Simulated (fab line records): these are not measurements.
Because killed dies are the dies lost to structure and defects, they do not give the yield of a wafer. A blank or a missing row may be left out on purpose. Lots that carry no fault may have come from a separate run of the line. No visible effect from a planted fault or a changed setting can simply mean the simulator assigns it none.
Matching of chambers | flow sky130 | SKY_CONTACT_CMP_04 on cmp-01 has 4 sister chambers
The step polishes SiO2. 4 wafers are shown with their chamber, then 7 later ones without.

== WAFERS, EACH WITH ITS CHAMBER ==
wafer  | chamber | motor current A (A)
L234.6 | 0       | 12.6
L237.3 | 2       | 13.2
L247.1 | 1       | 11.7
L247.3 | 3       | 11.9

== WAFERS WHOSE CHAMBER IS MISSING ==
wafer  | motor current A (A)
L247.4 | 13.0
L248.4 | 12.8
L248.5 | 13.3
L248.6 | 11.9
L249.1 | 13.4
L249.3 | 11.9
L249.4 | 11.7

== CHAMBER TAKEN BY EACH ==
wafer  | from the rows above     | in truth
L247.4 | can't be placed: 2 or 0 | 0
L248.4 | can't be placed: 0 or 2 | 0
L248.5 | 2                       | 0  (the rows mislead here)
L248.6 | can't be placed: 3 or 1 | 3
L249.1 | 2                       | 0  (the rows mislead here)
L249.3 | can't be placed: 3 or 1 | 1
L249.4 | can't be placed: 1 or 3 | 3
0 of 7 placed correctly. These rows do not allow placing 5 (true chamber among the candidates in 5). Placed wrongly: 2.
How it was worked out, from the rows above alone: a wafer's distance from a chamber is the root of the sum, over the readings, of the square of ((its reading less the chamber's mean) divided by the reading's scatter). If the next closest chamber is less than 2 further off than the closest, the wafer can't be placed; otherwise it belongs to the closest. A chamber's mean is the mean of its shown wafers. The scatter: with one shown wafer a chamber, the root of the mean of the squares of how far each hidden wafer lies from its nearest shown one.
